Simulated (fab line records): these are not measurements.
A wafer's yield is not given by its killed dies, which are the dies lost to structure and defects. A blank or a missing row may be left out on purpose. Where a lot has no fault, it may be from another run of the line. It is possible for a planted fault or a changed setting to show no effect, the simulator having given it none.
fab line records + flow gf180mcu
[record]
- lots = 13
- wafers = 39
- last-day = 34
route steps=602 shown NSD@243 SALICIDE@283 CONTACT@291 M1@329
lots untouched by any fault: they come from a run of this same line in which no faults occurred
start-h: hours from the record's first day to the start of the lot's first wafer shown + wait-h: hours from the lot's prior step to this one + " as in the row above + L1.1+2: one row covering several wafers at once + - value missing, or start not given + * or withheld: withheld + < > ~ a bound
route shown NAME@n: a module of which the file shows steps, and the number in the route of the first + usual: mean and standard deviation over wafers with no fault + same: alike in all rows + chamber/n: place in a boat + sites: the reading at each site + _std_site: the values' standard deviation + _edge_site: outer sites' mean less inner sites' + radius-mm: for every site, how far away it sits from the centre of the wafer + mask NAME#n: copy n + behind: the most recent tool/chamber to have shaped the wafer + hold: the reason the lot was held/the length of the hold in hours/how it ended + device: whichever transistor did not switch (one of n, p or np) + end of line: at the end of the route, the tests of the same wafers + step lacking rows: just its recipe + killed: at the first sort, the dies lost to defects and structure; wafer yield is something else + map: a wafer's dies, x killed, . not, _ none there
set.NAME: the setting that was run; set.NAME@STEP: the one run at that earlier step + model.NAME: the simulator's own value behind a step, which no gauge read
the route's steps for a sample of lots (tables are steps, rows are wafers)
services: a tool's chamber out of use, with start hour (start-h, from the record's first day; less than 0 if before it), hours out, and reason
[[steps]]
[step GF_NSD_OVL_MEAS_08]
[usual]
- NSD_OVL = 0.5/1.3
| lot.wafer | tool       | chamber | start-h | wait-h | NSD_OVL[nm] |
|-----------|------------|---------|---------|--------|-------------|
| L871.2    | overlay-02 | -       | 305.44  | 0.1    | 2.2         |
| L871.4    | "          | -       | "       | "      | 1.3         |
| L871.6    | "          | -       | "       | "      | 3.7         |
| L872.1    | overlay-02 | -       | 308.78  | 0.1    | -0.1        |
| L872.2    | "          | -       | "       | "      | -0.9        |
| L872.4    | "          | -       | "       | "      | 0.2         |
| L873.1    | overlay-02 | -       | 317.76  | 0.1    | 1.8         |
| L873.3    | "          | -       | "       | "      | 1.6         |
| L873.5    | "          | -       | "       | "      | 1.6         |
| L875.2    | overlay-01 | -       | 335.04  | 0.1    | -0.6        |
| L875.4    | "          | -       | "       | "      | 0.1         |
| L875.5    | "          | -       | "       | "      | -1.3        |
| L877.1    | overlay-01 | -       | 344.38  | 0.1    | 0.5         |
| L877.2    | "          | -       | "       | "      | 1.3         |
| L877.5    | "          | -       | "       | "      | 0.1         |
| L879.3    | overlay-01 | -       | 363.14  | 0.1    | 1.1         |
| L879.4    | "          | -       | "       | "      | 0.0         |
| L879.5    | "          | -       | "       | "      | 0.5         |
| L880.1    | overlay-01 | -       | 368.78  | 0.1    | 1.8         |
| L880.4    | "          | -       | "       | "      | 1.3         |
| L880.6    | "          | -       | "       | "      | 1.2         |
| L881.1    | overlay-02 | -       | 382.41  | 0.1    | -1.0        |
| L881.3    | "          | -       | "       | "      | 0.6         |
| L881.4    | "          | -       | "       | "      | -1.3        |
| L883.1    | overlay-01 | -       | 395.01  | 0.1    | 1.8         |
| L883.2    | "          | -       | "       | "      | 0.2         |
| L883.6    | "          | -       | "       | "      | -0.7        |
| L887.2    | overlay-02 | -       | 428.77  | 0.1    | -1.2        |
| L887.5    | "          | -       | "       | "      | -2.6        |
| L887.6    | "          | -       | "       | "      | -2.0        |
| L889.1    | overlay-01 | -       | 448.43  | 0.1    | 0.0         |
| L889.3    | "          | -       | "       | "      | 0.9         |
| L889.5    | "          | -       | "       | "      | 1.4         |
| L892.3    | overlay-02 | -       | 477.69  | 0.1    | 0.3         |
| L892.4    | "          | -       | "       | "      | 1.7         |
| L892.6    | "          | -       | "       | "      | 1.0         |
| L893.2    | overlay-01 | -       | 480.02  | 0.1    | -0.1        |
| L893.4    | "          | -       | "       | "      | 0.5         |
| L893.6    | "          | -       | "       | "      | 0.7         |
[step GF_SALICIDE_THK_MEAS_05]
[recipe]
- thk-meas-gauge = xrf
- reads = TiN_of_SALICIDE_SPUTTER_03
[usual]
- SALICIDE_TIN_THK = 19.96/0.3
| lot.wafer | tool          | chamber | start-h | wait-h | SALICIDE_TIN_THK[nm] |
|-----------|---------------|---------|---------|--------|----------------------|
| L871.2    | film-metro-04 | -       | 348.76  | 0.1    | 20.22                |
| L871.4    | "             | -       | "       | "      | 19.72                |
| L871.6    | "             | -       | "       | "      | 20.16                |
| L872.1    | film-metro-04 | -       | 351.58  | 0.1    | 20.15                |
| L872.2    | "             | -       | "       | "      | 19.98                |
| L872.4    | "             | -       | "       | "      | 19.65                |
| L873.1    | film-metro-04 | -       | 361.96  | 0.1    | 20.31                |
| L873.3    | "             | -       | "       | "      | 20.20                |
| L873.5    | "             | -       | "       | "      | 20.35                |
| L875.2    | film-metro-04 | -       | 380.22  | 0.1    | 20.09                |
| L875.4    | "             | -       | "       | "      | 20.24                |
| L875.5    | "             | -       | "       | "      | 20.03                |
| L877.1    | film-metro-04 | -       | 390.51  | 0.1    | 19.78                |
| L877.2    | "             | -       | "       | "      | 19.76                |
| L877.5    | "             | -       | "       | "      | 19.87                |
| L879.3    | film-metro-02 | -       | 410.15  | 0.1    | 20.09                |
| L879.4    | "             | -       | "       | "      | 20.09                |
| L879.5    | "             | -       | "       | "      | 20.25                |
| L880.1    | film-metro-04 | -       | 416.32  | 0.1    | 19.77                |
| L880.4    | "             | -       | "       | "      | 19.77                |
| L880.6    | "             | -       | "       | "      | 19.59                |
| L881.1    | film-metro-04 | -       | 430.91  | 0.1    | 19.96                |
| L881.3    | "             | -       | "       | "      | 20.33                |
| L881.4    | "             | -       | "       | "      | 20.01                |
| L883.1    | film-metro-03 | -       | 444.13  | 0.1    | 19.71                |
| L883.2    | "             | -       | "       | "      | 19.84                |
| L883.6    | "             | -       | "       | "      | 19.31                |
| L887.2    | film-metro-02 | -       | 479.23  | 0.1    | 20.30                |
| L887.5    | "             | -       | "       | "      | 20.29                |
| L887.6    | "             | -       | "       | "      | 19.96                |
| L889.1    | film-metro-04 | -       | 498.46  | 0.1    | 19.77                |
| L889.3    | "             | -       | "       | "      | 19.83                |
| L889.5    | "             | -       | "       | "      | 20.05                |
| L892.3    | film-metro-02 | -       | 527.03  | 0.1    | 20.37                |
| L892.4    | "             | -       | "       | "      | 20.43                |
| L892.6    | "             | -       | "       | "      | 20.79                |
| L893.2    | film-metro-04 | -       | 528.42  | 0.1    | 20.17                |
| L893.4    | "             | -       | "       | "      | 20.34                |
| L893.6    | "             | -       | "       | "      | 20.39                |
[step GF_CONTACT_CMP_04]
[recipe]
- material = SiO2
- down-force-psi = 4
- platen-rpm = 60
- pad-velocity-m-s = 0.94248
[usual]
- motor-current-A = 12.8/1.1
- retaining-ring-pressure-frac = 1.000/0.0055
- time-to-endpoint-s = 113/5.3
| lot.wafer | tool   | chamber | start-h | wait-h | motor-current-A | retaining-ring-pressure-frac | time-to-endpoint-s |
|-----------|--------|---------|---------|--------|-----------------|------------------------------|--------------------|
| L871.4    | cmp-02 | 0       | 349.53  | 0.1    | 12.3            | 0.990                        | 108                |
| L871.2    | "      | 1       | "       | "      | 11.8            | 1.010                        | 110                |
| L871.6    | "      | 3       | "       | "      | 11.5            | 0.999                        | 108                |
| L872.2    | cmp-02 | 1       | 352.17  | 0.0    | 11.6            | 0.998                        | 110                |
| L872.4    | "      | 3       | "       | "      | 11.3            | 0.995                        | 113                |
| L872.1    | "      | 0       | "       | "      | 11.8            | 1.005                        | 109                |
| L873.1    | cmp-01 | 2       | 362.62  | 0.1    | 13.3            | 0.993                        | 112                |
| L873.3    | "      | 1       | "       | "      | 14.4            | 1.008                        | 117                |
| L873.5    | "      | 2       | "       | "      | 12.8            | 1.001                        | 116                |
| L875.2    | cmp-02 | 2       | 380.85  | 0.1    | 14.4            | 0.991                        | 111                |
| L875.4    | "      | 0       | "       | "      | 12.4            | 1.008                        | 116                |
| L875.5    | "      | 1       | "       | "      | 11.4            | 1.010                        | 118                |
| L877.1    | cmp-01 | 0       | 391.14  | 0.1    | 13.8            | 1.003                        | 115                |
| L877.2    | "      | 1       | "       | "      | 15.9            | 0.998                        | 118                |
| L877.5    | "      | 0       | "       | "      | 14.0            | 1.003                        | 118                |
| L879.4    | cmp-02 | 2       | 410.77  | 0.1    | 14.5            | 1.007                        | 103                |
| L879.3    | "      | 3       | "       | "      | 11.7            | 0.998                        | 106                |
| L879.5    | "      | 2       | "       | "      | 13.9            | 1.008                        | 114                |
| L880.1    | cmp-02 | 1       | 416.90  | 0.1    | 11.6            | 0.999                        | 111                |
| L880.4    | "      | 0       | "       | "      | 12.0            | 1.019                        | 116                |
| L880.6    | "      | 2       | "       | "      | 13.8            | 1.003                        | 109                |
| L881.4    | cmp-02 | 2       | 431.50  | 0.0    | 13.6            | 1.007                        | 113                |
| L881.1    | "      | 3       | "       | "      | 12.3            | 1.007                        | 114                |
| L881.3    | "      | 0       | "       | "      | 12.2            | 1.004                        | 113                |
| L883.1    | cmp-02 | 3       | 444.71  | 0.1    | 11.7            | 0.993                        | 105                |
| L883.2    | "      | 2       | "       | "      | 14.0            | 0.990                        | 106                |
| L883.6    | "      | 0       | "       | "      | 12.2            | 1.001                        | 113                |
| L887.2    | cmp-01 | 1       | 479.90  | 0.0    | 14.6            | 0.998                        | 138                |
| L887.6    | "      | 1       | "       | "      | 14.9            | 1.009                        | 139                |
| L887.5    | "      | 2       | "       | "      | 12.6            | 0.998                        | 138                |
| L889.1    | cmp-01 | 3       | 499.04  | 0.1    | 13.3            | 0.999                        | 123                |
| L889.3    | "      | 0       | "       | "      | 13.4            | 0.988                        | 129                |
| L889.5    | "      | 0       | "       | "      | 13.0            | 1.000                        | 133                |
| L892.4    | cmp-02 | 1       | 527.71  | 0.1    | 11.7            | 0.997                        | 125                |
| L892.3    | "      | 2       | "       | "      | 13.7            | 0.988                        | 115                |
| L892.6    | "      | 3       | "       | "      | 11.5            | 0.999                        | 127                |
| L893.2    | cmp-02 | 1       | 529.39  | 0.4    | 11.3            | 0.998                        | 108                |
| L893.4    | "      | 2       | "       | "      | 13.2            | 1.000                        | 112                |
| L893.6    | "      | 3       | "       | "      | 12.0            | 1.002                        | 114                |
[step GF_CONTACT_ETCH_17]
[recipe]
- chemistry = C4F8/O2/Ar
- mask-material = KrF
- target = SiO2
- stop-on = CoSi2
- source-w = 1500
- bias-w = 1200
- pressure-mtorr = 40
- c4f8-flow-sccm = withheld
- O2_flow_sccm = 6
- Ar_flow_sccm = 300
- time-s = withheld
- target-depth-a = 8600
[usual]
- chamber-pressure-mTorr = 40.00/0.035
- oes-product-au = 0.815/0.0043
| lot.wafer | tool        | chamber | start-h | wait-h | chamber-pressure-mTorr | oes-product-au |
|-----------|-------------|---------|---------|--------|------------------------|----------------|
| L871.2    | rie-diel-02 | 1       | -       | -      | 40.03                  | 0.817          |
| L871.4    | "           | 2       | "       | "      | 39.95                  | 0.819          |
| L871.6    | "           | 1       | "       | "      | 40.00                  | 0.819          |
| L872.1    | rie-diel-03 | 2       | -       | -      | 39.96                  | 0.811          |
| L872.2    | "           | 1       | "       | "      | 40.03                  | 0.806          |
| L872.4    | "           | 0       | "       | "      | 40.01                  | 0.806          |
| L873.1    | rie-diel-03 | 3       | -       | -      | 40.04                  | 0.817          |
| L873.3    | "           | 1       | "       | "      | 39.99                  | 0.817          |
| L873.5    | "           | 0       | "       | "      | 40.02                  | 0.820          |
| L875.2    | rie-diel-04 | 3       | -       | -      | 40.07                  | 0.819          |
| L875.4    | "           | 0       | "       | "      | 39.97                  | 0.812          |
| L875.5    | "           | 3       | "       | "      | 39.99                  | 0.815          |
| L877.1    | rie-diel-02 | 0       | -       | -      | 39.98                  | 0.813          |
| L877.2    | "           | 3       | "       | "      | 40.05                  | 0.811          |
| L877.5    | "           | 1       | "       | "      | 39.98                  | 0.817          |
| L879.3    | rie-diel-04 | 0       | -       | -      | 40.01                  | 0.818          |
| L879.4    | "           | 3       | "       | "      | 39.94                  | 0.813          |
| L879.5    | "           | 1       | "       | "      | 40.06                  | 0.809          |
| L880.1    | rie-diel-02 | 3       | -       | -      | 39.99                  | 0.808          |
| L880.4    | "           | 1       | "       | "      | 40.03                  | 0.813          |
| L880.6    | "           | 2       | "       | "      | 39.98                  | 0.812          |
| L881.1    | rie-diel-02 | 3       | -       | -      | 40.00                  | 0.819          |
| L881.3    | "           | 1       | "       | "      | 39.94                  | 0.810          |
| L881.4    | "           | 2       | "       | "      | 40.03                  | 0.805          |
| L883.1    | rie-diel-02 | 3       | -       | -      | 40.01                  | 0.823          |
| L883.2    | "           | 0       | "       | "      | 39.97                  | 0.815          |
| L883.6    | "           | 0       | "       | "      | 39.97                  | 0.816          |
| L887.2    | rie-diel-03 | 2       | -       | -      | 40.00                  | 0.784          |
| L887.5    | "           | 3       | "       | "      | 39.96                  | 0.786          |
| L887.6    | "           | 0       | "       | "      | 39.96                  | 0.788          |
| L889.1    | rie-diel-04 | 2       | -       | -      | 39.94                  | 0.785          |
| L889.3    | "           | 3       | "       | "      | 40.00                  | 0.790          |
| L889.5    | "           | 2       | "       | "      | 40.02                  | 0.787          |
| L892.3    | rie-diel-03 | 1       | -       | -      | 40.01                  | 0.815          |
| L892.4    | "           | 2       | "       | "      | 39.96                  | 0.813          |
| L892.6    | "           | 3       | "       | "      | 40.04                  | 0.816          |
| L893.2    | rie-diel-04 | 0       | -       | -      | 39.99                  | 0.818          |
| L893.4    | "           | 1       | "       | "      | 40.08                  | 0.806          |
| L893.6    | "           | 2       | "       | "      | 39.94                  | 0.819          |
[step GF_M1_CD_MEAS_14]
[recipe]
- target-cd-nm = 230
[usual]
- cd-nm = 229.8/1
| lot.wafer | tool      | chamber | start-h | wait-h | cd-nm |
|-----------|-----------|---------|---------|--------|-------|
| L871.2    | cd-sem-01 | -       | 396.86  | 0.1    | 230.2 |
| L871.4    | "         | -       | "       | "      | 229.9 |
| L871.6    | "         | -       | "       | "      | 230.7 |
| L872.1    | cd-sem-01 | -       | 399.79  | 0.1    | 229.0 |
| L872.2    | "         | -       | "       | "      | 229.5 |
| L872.4    | "         | -       | "       | "      | 229.7 |
| L873.1    | cd-sem-01 | -       | 410.56  | 0.1    | 229.6 |
| L873.3    | "         | -       | "       | "      | 229.2 |
| L873.5    | "         | -       | "       | "      | 229.9 |
| L875.2    | cd-sem-02 | -       | 430.08  | 0.1    | 229.2 |
| L875.4    | "         | -       | "       | "      | 229.2 |
| L875.5    | "         | -       | "       | "      | 229.6 |
| L877.1    | cd-sem-02 | -       | 440.84  | 0.1    | 228.7 |
| L877.2    | "         | -       | "       | "      | 230.0 |
| L877.5    | "         | -       | "       | "      | 229.6 |
| L879.3    | cd-sem-01 | -       | 461.75  | 0.1    | 229.1 |
| L879.4    | "         | -       | "       | "      | 229.7 |
| L879.5    | "         | -       | "       | "      | 230.0 |
| L880.1    | cd-sem-01 | -       | 467.61  | 0.1    | 229.0 |
| L880.4    | "         | -       | "       | "      | 229.9 |
| L880.6    | "         | -       | "       | "      | 229.6 |
| L881.1    | cd-sem-02 | -       | 482.04  | 0.1    | 228.1 |
| L881.3    | "         | -       | "       | "      | 228.9 |
| L881.4    | "         | -       | "       | "      | 228.2 |
| L883.1    | cd-sem-02 | -       | 495.46  | 0.1    | 229.8 |
| L883.2    | "         | -       | "       | "      | 228.4 |
| L883.6    | "         | -       | "       | "      | 227.8 |
| L887.2    | cd-sem-01 | -       | 528.26  | 0.1    | 229.4 |
| L887.5    | "         | -       | "       | "      | 229.4 |
| L887.6    | "         | -       | "       | "      | 230.4 |
| L889.1    | cd-sem-02 | -       | 547.56  | 0.1    | 229.3 |
| L889.3    | "         | -       | "       | "      | 229.6 |
| L889.5    | "         | -       | "       | "      | 229.5 |
| L892.3    | cd-sem-02 | -       | 572.95  | 0.1    | 228.5 |
| L892.4    | "         | -       | "       | "      | 227.3 |
| L892.6    | "         | -       | "       | "      | 229.2 |
| L893.2    | cd-sem-01 | -       | 575.23  | 0.1    | 228.7 |
| L893.4    | "         | -       | "       | "      | 230.3 |
| L893.6    | "         | -       | "       | "      | 228.9 |
[[services]]
| tool        | chamber | start-h | hours | kind                           |
|-------------|---------|---------|-------|--------------------------------|
| cmp-01      | -       | 348.92  | 4.6   | pm                             |
| rie-diel-03 | 2       | 353.32  | 9.4   | repair                         |
| cmp-02      | -       | 392.27  | 1.2   | repair                         |
| cmp-01      | -       | 404.28  | 4.0   | pm                             |
| cmp-01      | -       | 408.28  | -     | consumable-replace:conditioner |
| cmp-01      | -       | 408.28  | -     | consumable-replace:pad         |
| rie-diel-04 | 3       | 417.10  | -     | clean                          |
| rie-diel-04 | 3       | 417.10  | 10.0  | scheduled-down                 |
| rie-diel-04 | 3       | 417.10  | 10.0  | vent-cycle                     |
| rie-diel-02 | 0       | 424.74  | 20.9  | repair                         |
| rie-diel-03 | 2       | 425.78  | -     | clean                          |
| rie-diel-03 | 2       | 425.78  | 12.6  | scheduled-down                 |
| rie-diel-03 | 2       | 425.78  | 12.6  | vent-cycle                     |
| rie-diel-04 | 1       | 472.84  | 6.6   | repair                         |
| rie-diel-04 | 3       | 475.10  | 3.7   | repair                         |
| cmp-01      | -       | 496.07  | 0.6   | repair                         |
| rie-diel-02 | 1       | 496.07  | 2.6   | repair                         |
| rie-diel-04 | 0       | 502.01  | 12.5  | repair                         |
| cmp-02      | -       | 506.22  | 1.9   | repair                         |
| cmp-01      | -       | 508.93  | 0.8   | repair                         |
| rie-diel-04 | 1       | 514.48  | -     | clean                          |
| rie-diel-04 | -       | 539.58  | 0.3   | repair                         |
| rie-diel-02 | -       | 546.13  | 1.8   | repair                         |
| cmp-02      | -       | 550.44  | 9.5   | pm                             |
[[key]]
[first-sign]
- step = GF_CONTACT_CMP_04
- reading = time-to-endpoint-s
- direction = up
- sigmas = 3.8
- usual = *
- struck = *
[effect]
- step = GF_CONTACT_ETCH_17
- reading = oes-product-au
- direction = down
- sigmas = 6.5
- usual = 0.815
- struck = 0.787
met-at GF_CONTACT_CMP_04
struck-lots L887,L889
tester-left-out L887,L889
not-acting-at GF_NSD_OVL_MEAS_08,GF_SALICIDE_THK_MEAS_05,GF_M1_CD_MEAS_14
onset-between 391.14 479.90
[fault]
- kind = process-parameter-drift
- tool = cmp-01
- chamber = -
- onset-h = 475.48
- steps = GF_CONTACT_CMP_04
- channel = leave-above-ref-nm
- offset = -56
- shape = step
- end-h = 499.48
- acts-in = these-recipes-only
- stated = 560
// tester-left-out: of these lots the tester's yield and bins aren't shown, on N5 and GAA mostly nor the transistor test; their killed dies are dies lost to structure and defects alone, not to doping, threshold or leakage, so they don't give the yield
